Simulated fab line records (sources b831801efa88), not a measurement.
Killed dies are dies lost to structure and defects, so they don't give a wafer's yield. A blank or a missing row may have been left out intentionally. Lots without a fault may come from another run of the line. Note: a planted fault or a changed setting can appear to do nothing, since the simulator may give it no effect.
fab line records | flow sky130
record: lots: 6 wafers: 18 last_day: 50
route steps=708 shown POLY_GATE@217 LDD_N@237
lots with no fault: from the same line, run without faults
start_h: start of the lot's first displayed wafer, in hours after the record's first day | wait_h: how many hours have passed since the lot's step before this one | " same as the row above | L1.1+2: a single row standing in for several wafers | - value missing, or start not given | * or withheld: withheld | < > ~ a bound
route shown NAME@n: a module of which the file shows steps, and the number in the route of the first | usual: mean/standard deviation taken from wafers without a fault | same: alike in all rows | chamber/n: place in a boat | sites: the reading at each site | _std_site: the standard deviation of these | _edge_site: mean of outer sites minus mean of inner sites | radius_mm: how far each site lies from the wafer's centre | mask NAME#n: copy n | behind: the tool/chamber that last shaped the wafer | hold: what put the lot on hold/how long, in hours/how the hold closed | device: the transistor (n, p or np) that didn't switch | end of line: tests run on the same wafers once the route is complete | where a step has no rows: the recipe by itself | killed: at the first sort, the dies lost to defects and structure; wafer yield is something else | map: per-die view of a wafer (x killed, . not killed, _ where there is no die)
set.NAME: the setting the step ran with; set.NAME@STEP: the setting that earlier step ran with | model.NAME: the simulator's own value behind a step, which no gauge read
certain route steps with their lots: each step a table, each wafer a row
services: when a tool's chamber went out of use (start_h, in hours from the record's first day, below 0 if earlier), for how many hours, and the reason
== steps ==
step: SKY_POLY_GATE_CVD_03
recipe: material: Si3N4 precursor: DCS/NH3 target_thk_nm: 75 temp_c: 770 time_s: 1290 pressure_mtorr: 250
step: SKY_POLY_GATE_THK_MEAS_04
recipe: reads: Si3N4_of_POLY_GATE_CVD_03
usual: POLY_GATE_CVD_03_THK: 74.9/0.62
columns lot.wafer tool chamber start_h wait_h POLY_GATE_CVD_03_THK[nm]
L368.2 film_metro-02 - 351.46 0.0 75.8
L368.3 " - " " 75.4
L368.6 " - " " 75.5
L369.3 film_metro-02 - 360.23 0.0 75.7
L369.5 " - " " 75.4
L369.6 " - " " 76.1
L374.2 film_metro-02 - 404.93 0.0 74.4
L374.3 " - " " 75.0
L374.6 " - " " 74.6
L375.1 film_metro-04 - 408.36 0.0 74.6
L375.2 " - " " 74.7
L375.4 " - " " 74.4
L385.2 film_metro-04 - 506.16 0.0 75.0
L385.3 " - " " 75.4
L385.6 " - " " 75.8
L388.1 film_metro-04 - 543.82 0.0 74.2
L388.3 " - " " 74.7
L388.6 " - " " 74.5
step: SKY_POLY_GATE_DEHYDRATE_05
recipe: temp_c: 200 time_s: 60
step: SKY_POLY_GATE_HMDS_06
recipe: prime_time_s: 60 prime_temp_c: 120
step: SKY_POLY_GATE_COAT_07
recipe: resist: BARC temp_c: withheld time_s: withheld spin_rpm: 3000 resist_thk_nm: 110
step: SKY_POLY_GATE_COAT_08
recipe: resist: KrF-thick spin_rpm: 3000 resist_thk_nm: 450
step: SKY_POLY_GATE_SOFTBAKE_09
recipe: temp_c: 100 time_s: 90 resist: KrF-thick
step: SKY_POLY_GATE_EXPOSE_10
recipe: mask_id: P1M na: 0.68 source_shape: conventional sigma_outer: 0.6 target_cd_nm: 150 dose_mj: 28
step: SKY_POLY_GATE_PEB_11
recipe: peb_temp_c: withheld peb_time_s: withheld resist: KrF-thick
step: SKY_POLY_GATE_DEVELOP_12
recipe: develop_time_s: 60 resist: KrF-thick dev_temp_c: 21
step: SKY_POLY_GATE_CD_MEAS_13
recipe: target_cd_nm: 150
usual: cd_nm: 150.2/1.4
columns lot.wafer tool chamber start_h wait_h cd_nm
L368.2 cd_sem-02 - 380.40 - 148.2
L368.3 " - " " 149.9
L368.6 " - " " 149.6
L369.3 cd_sem-01 - 388.09 - 149.0
L369.5 " - " " 148.6
L369.6 " - " " 148.5
L374.2 cd_sem-01 - 434.73 - 151.5
L374.3 " - " " 150.7
L374.6 " - " " 150.3
L375.1 cd_sem-01 - 438.15 - 151.4
L375.2 " - " " 151.5
L375.4 " - " " 151.4
L385.2 cd_sem-02 - 535.97 - 150.1
L385.3 " - " " 150.5
L385.6 " - " " 150.7
L388.1 cd_sem-02 - 573.43 - 149.4
L388.3 " - " " 149.3
L388.6 " - " " 149.5
step: SKY_POLY_GATE_OVL_MEAS_14
usual: POLY_GATE_OVL: -3/5.8
columns lot.wafer tool chamber start_h wait_h POLY_GATE_OVL[nm]
L368.2 overlay-01 - 380.50 0.1 3
L368.3 " - " " 3
L368.6 " - " " -2
L369.3 overlay-02 - 388.18 0.1 -6
L369.5 " - " " 2
L369.6 " - " " -1
L374.2 overlay-01 - 434.83 0.1 -2
L374.3 " - " " -3
L374.6 " - " " -2
L375.1 overlay-02 - 438.27 0.1 2
L375.2 " - " " 5
L375.4 " - " " 1
L385.2 overlay-02 - 536.07 0.1 6
L385.3 " - " " -6
L385.6 " - " " 7
L388.1 overlay-02 - 573.55 0.1 1
L388.3 " - " " 3
L388.6 " - " " -7
step: SKY_POLY_GATE_ETCH_15
recipe: chemistry: N2/H2 target: BARC ion_energy_ev: 200 source_w: 500 bias_w: 100 pressure_mtorr: 30 n2_flow_sccm: 100 h2_flow_sccm: 200 stop_on: SiO2 time_s: 118.5 target_depth_a: 1100
usual: bias_w: 100.0/0.33 chamber_pressure_mTorr: 29.999/0.027 drypump_motor_current_A: 5.7/0.42 oes_product_au: 0.716/0.0045 throttle_valve_pct: 13.213/0.0093
columns lot.wafer tool chamber start_h wait_h bias_w chamber_pressure_mTorr drypump_motor_current_A oes_product_au rf_hours_counter_h throttle_valve_pct model.KrF-thick_of_POLY_GATE_COAT_08.thk_nm
L368.2 rie_diel-02 0 380.53 0.0 100.3 29.994 4.8 0.725 3 13.217 351.1
L368.3 " 2 " " 100.0 30.006 6.0 0.717 62 13.210 349.1
L368.6 " 1 " " 99.7 30.022 5.9 0.725 - 13.213 347.1
L369.3 rie_diel-02 3 388.21 0.0 99.4 29.992 6.3 0.709 43 13.210 344.7
L369.5 " 2 " " 100.1 30.012 6.0 0.712 - 13.211 343.8
L369.6 " 1 " " 99.8 29.999 5.9 0.714 - 13.202 344.9
L374.2 rie_diel-02 1 434.86 0.0 - - - - - - 434.8
L374.3 " 3 " " - - - - - - 436
L374.6 " 2 " " - - - - - - 435.4
L375.1 rie_diel-04 0 438.31 0.0 - - - - - - 434.6
L375.2 " 1 " " - - - - - - 434.9
L375.4 " 2 " " - - - - - - 435.8
L385.2 rie_diel-03 0 536.10 0.0 100.1 29.999 5.6 0.714 9 13.230 345.5
L385.3 " 1 " " 99.9 30.015 5.2 0.719 4 13.219 347.3
L385.6 " 0 " " 99.7 29.994 5.6 0.720 - 13.216 344.8
L388.1 rie_diel-04 2 573.58 0.0 99.7 30.007 6.0 0.716 68 13.223 352.3
L388.3 " 3 " " 99.9 30.002 5.8 0.709 69 13.217 346.8
L388.6 " 0 " " 100.0 29.971 5.6 0.718 - 13.216 344.8
step: SKY_POLY_GATE_ETCH_16
recipe: stop_on: poly-Si chemistry: CH3F/O2 target: Si3N4 source_w: 400 bias_w: 80 pressure_mtorr: 25 ch3f_flow_sccm: 40 O2_flow_sccm: 30 time_s: 147.5 target_depth_a: 750
usual: O2_flow_sccm: 29.99/0.088 bias_w: 80.03/0.24 drypump_motor_current_A: 5.7/0.42 oes_product_au: 0.641/0.0048 throttle_valve_pct: 10.535/0.0094
columns lot.wafer tool chamber start_h wait_h O2_flow_sccm bias_w drypump_motor_current_A oes_product_au rf_hours_counter_h throttle_valve_pct
L368.2 rie_diel-02 0 380.62 0.0 30.06 80.08 4.8 0.644 3 10.533
L368.3 " 2 " " 30.08 80.24 6.0 0.641 63 10.535
L368.6 " 1 " " 30.00 80.34 5.8 0.645 - 10.538
L369.3 rie_diel-02 3 388.29 0.0 29.99 79.94 6.3 0.645 43 10.527
L369.5 " 2 " " 29.84 80.20 6.0 0.646 - 10.538
L369.6 " 1 " " 30.01 80.58 5.8 0.639 - 10.537
L374.2 rie_diel-02 1 434.94 0.0 29.95 79.84 5.9 0.367 34 10.507
L374.3 " 3 " " 29.91 80.33 6.3 0.374 44 10.501
L374.6 " 2 " " 29.88 80.17 6.0 0.381 - 10.497
L375.1 rie_diel-04 0 438.39 0.0 30.00 80.10 5.6 0.381 68 10.489
L375.2 " 1 " " 30.05 79.87 5.7 0.381 7 10.505
L375.4 " 2 " " 30.11 80.27 6.0 0.381 66 10.509
L385.2 rie_diel-03 0 536.19 0.0 29.94 80.31 5.6 0.634 9 10.547
L385.3 " 1 " " 29.95 80.24 5.2 0.645 4 10.534
L385.6 " 0 " " 30.05 79.69 5.6 0.647 - 10.525
L388.1 rie_diel-04 2 573.67 0.0 30.01 80.04 6.0 0.635 68 10.527
L388.3 " 3 " " 29.98 80.48 5.8 0.640 70 10.534
L388.6 " 0 " " 30.03 79.99 5.6 0.640 - 10.555
step: SKY_POLY_GATE_ETCH_17
recipe: target_depth_nm: 180 stop_on: SiO2 over_etch_frac: 0.56667 chemistry: HBr/Cl2 target: poly-Si icp_w: 400 bias_w: 100 pressure_mtorr: 10 HBr_flow_sccm: 150 Cl2_flow_sccm: 50 time_s: 70.5
usual: HBr_flow_sccm: 150.0/0.48 bias_w: 99.97/0.28 drypump_motor_current_A: 6.0/0.3 oes_product_au: 0.992/0.0095 throttle_valve_pct: 33.684/0.0092
columns lot.wafer tool chamber start_h wait_h HBr_flow_sccm bias_w drypump_motor_current_A oes_product_au rf_hours_counter_h throttle_valve_pct model.KrF-thick_of_POLY_GATE_COAT_08.thk_nm
L368.2 rie_si-02 2 380.71 0.0 149.6 99.74 6.5 0.984 2.0 33.682 152.6
L368.3 " 3 " " 149.4 99.90 5.5 0.993 5.3 33.686 148.3
L368.6 " 3 " " 149.9 100.11 5.5 0.990 - 33.702 144.8
L369.3 rie_si-01 1 388.39 0.0 149.5 99.99 6.1 0.999 1.8 33.675 139.2
L369.5 " 2 " " 150.6 100.08 6.0 0.997 - 33.680 139.4
L369.6 " 1 " " 149.9 100.54 6.1 0.998 - 33.671 139.6
L374.2 rie_si-01 3 435.04 0.0 150.2 100.29 5.8 0.274 2.6 33.689 227.4
L374.3 " 1 " " 149.9 100.08 6.2 0.274 2.2 33.678 227.8
L374.6 " 3 " " 150.7 99.96 5.7 0.271 - 33.679 228.9
L375.1 rie_si-02 0 438.49 0.0 149.3 100.01 6.4 0.271 2.3 33.705 232.2
L375.2 " 3 " " 150.6 99.87 5.5 0.266 5.9 33.675 232.7
L375.4 " 2 " " 150.5 100.14 6.6 0.273 2.5 33.671 235.7
L385.2 rie_si-02 1 536.29 0.0 150.3 99.88 6.1 1.001 2.4 33.675 138.7
L385.3 " 3 " " 150.8 100.22 5.5 0.993 6.2 33.705 145.7
L385.6 " 0 " " 150.3 99.87 6.5 0.982 - 33.698 142.5
L388.1 rie_si-02 1 573.76 0.0 149.8 99.78 6.0 0.999 2.5 33.674 153.6
L388.3 " 2 " " 149.7 100.54 6.6 0.988 3.0 33.688 144.8
L388.6 " 3 " " 149.7 99.76 5.5 0.992 - 33.686 137.9
step: SKY_POLY_GATE_STRIP_18
recipe: chemistry: O2/N2 power_w: 1400 pressure_mtorr: 1500 platen_temp_c: withheld o2_flow_sccm: 3000 n2_flow_sccm: 300 overash_fraction: 0.5
usual: drypump_motor_current_A: 5.6/0.46 o2_flow_sccm: 3000/8.5 oes_product_au: 0.360/0.0051 strip_time_to_endpoint_s: 3.16/0.051
columns lot.wafer tool chamber start_h wait_h drypump_motor_current_A o2_flow_sccm oes_product_au rf_hours_counter_h strip_time_to_endpoint_s
L368.2 plasma_asher-03 0 380.77 0.0 5.3 3004 0.365 64 3.29
L368.3 " 1 " " 5.2 2985 0.368 - 3.26
L368.6 " 0 " " 5.2 2990 0.355 - 3.20
L369.3 plasma_asher-03 0 388.48 0.1 5.3 3009 0.357 - 3.16
L369.5 " 1 " " 5.3 3001 0.359 - 3.15
L369.6 " 0 " " 5.3 3008 0.368 - 3.17
L374.2 plasma_asher-03 0 435.10 0.0 5.3 3000 0.391 69 4.10
L374.3 " 0 " " 5.3 3001 0.400 - 4.11
L374.6 " 1 " " 5.3 3005 0.390 - 4.12
L375.1 plasma_asher-03 0 438.54 0.0 5.2 3011 0.403 70 4.17
L375.2 " 1 " " 5.2 2991 0.400 70 4.17
L375.4 " 1 " " 5.3 2986 0.402 - 4.18
L385.2 plasma_asher-04 0 536.34 0.0 6.6 2983 0.365 42 3.16
L385.3 " 1 " " 5.5 3001 0.359 - 3.23
L385.6 " 0 " " 6.6 2987 0.373 - 3.19
L388.1 plasma_asher-04 1 573.82 0.0 5.4 2999 0.364 46 3.31
L388.3 " 0 " " 6.6 3000 0.360 - 3.21
L388.6 " 1 " " 5.4 2990 0.353 - 3.13
step: SKY_POLY_GATE_CLEAN_19
recipe: chemistry: SC1/SC2 mix: 1:4:20 temp_c: 70 time_s: 150 dry: n2_spin
step: SKY_POLY_GATE_OXIDATION_20
recipe: temp_c: 850 ambient: O2 stabilise_s: 600 purge_s: 300 target_thk_a: 40 ox_time_s: 899
step: SKY_POLY_GATE_CD_MEAS_22
usual: cd_nm: 150.9/2.4
columns lot.wafer tool chamber start_h wait_h cd_nm
L368.2 cd_sem-02 - 383.63 0.1 147.5
L368.3 " - " " 147.7
L368.6 " - " " 145.5
L369.3 cd_sem-01 - 391.63 0.1 148.4
L369.5 " - " " 152.7
L369.6 " - " " 147.8
L374.2 cd_sem-01 - 437.26 0.1 -
L374.3 " - " " -
L374.6 " - " " -
L375.1 cd_sem-01 - 440.00 0.1 -
L375.2 " - " " -
L375.4 " - " " -
L385.2 cd_sem-02 - 537.92 0.1 150.4
L385.3 " - " " 151.8
L385.6 " - " " 152.7
L388.1 cd_sem-02 - 575.71 0.1 150.5
L388.3 " - " " 149.1
L388.6 " - " " 149.0
step: SKY_LDD_N_DEHYDRATE_00
recipe: temp_c: 200 time_s: 60
== services ==
columns tool chamber start_h hours kind
rie_si-01 0 371.73 2.0 repair
rie_diel-03 - 379.50 14.6 pm
rie_si-02 3 382.66 5.0 repair
rie_diel-03 3 403.12 11.5 repair
plasma_asher-04 - 413.81 3.0 repair
rie_si-02 - 416.07 0.1 repair
plasma_asher-03 - 431.69 1.5 repair
rie_diel-03 3 445.37 1.3 repair
rie_diel-03 3 446.70 - clean
rie_diel-03 3 446.70 15.5 scheduled_down
rie_diel-03 3 446.70 15.5 vent_cycle
rie_diel-02 1 451.32 5.1 repair
plasma_asher-03 - 459.36 1.6 repair
plasma_asher-03 - 460.97 4.3 pm
rie_si-01 0 471.96 6.6 repair
rie_diel-02 3 498.20 11.0 repair
rie_si-02 - 510.73 15.6 pm
rie_diel-04 - 512.58 0.4 repair
rie_diel-03 0 513.60 2.6 repair
plasma_asher-04 - 530.70 0.7 repair
== key ==
first_sign: step: SKY_POLY_GATE_ETCH_15 reading: tool_record direction: missing
effect: step: SKY_POLY_GATE_ETCH_16 reading: oes_product_au direction: down sigmas: 55 usual: 0.641 struck: 0.377
effect: step: SKY_POLY_GATE_ETCH_17 reading: oes_product_au direction: down sigmas: 76 usual: 0.992 struck: 0.272
effect: step: SKY_POLY_GATE_STRIP_18 reading: strip_time_to_endpoint_s direction: up sigmas: 19 usual: * struck: *
effect: step: SKY_POLY_GATE_CD_MEAS_22 reading: cd_nm direction: missing
model_effect: step: SKY_POLY_GATE_ETCH_15 value: KrF-thick_of_POLY_GATE_COAT_08.thk_nm without: 344.4 struck: 435.2
model_effect: step: SKY_POLY_GATE_ETCH_17 value: KrF-thick_of_POLY_GATE_COAT_08.thk_nm without: 139.9 struck: 230.8
met_at SKY_POLY_GATE_ETCH_15
struck_wafers L374.2,L374.3,L374.6,L375.1,L375.2,L375.4
later_rows_left_out L374.2,L374.3,L374.6,L375.1,L375.2,L375.4
sort_left_out L374.2,L374.3,L374.6,L375.1,L375.2,L375.4
tester_left_out L374,L375
onset_between 388.21 434.86
fault: kind: skipped_step_whole tool: rie_diel-02,rie_diel-04 chamber: - onset_h: 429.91 steps: SKY_POLY_GATE_ETCH_15 scope: struck_lots_only
tester_left_out: of these lots the tester's yield and bins aren't shown, on N5 and GAA mostly nor the transistor test; their killed dies are dies lost to structure and defects alone, not to doping, threshold or leakage, so they don't give the yield
sort_left_out: the simulated sort isn't trusted on such a fault, so these wafers' sort isn't shown, and their yield isn't known
later_rows_left_out: the simulator's readings of these wafers behind a module that went badly wrong aren't trusted and aren't shown, but for the sort
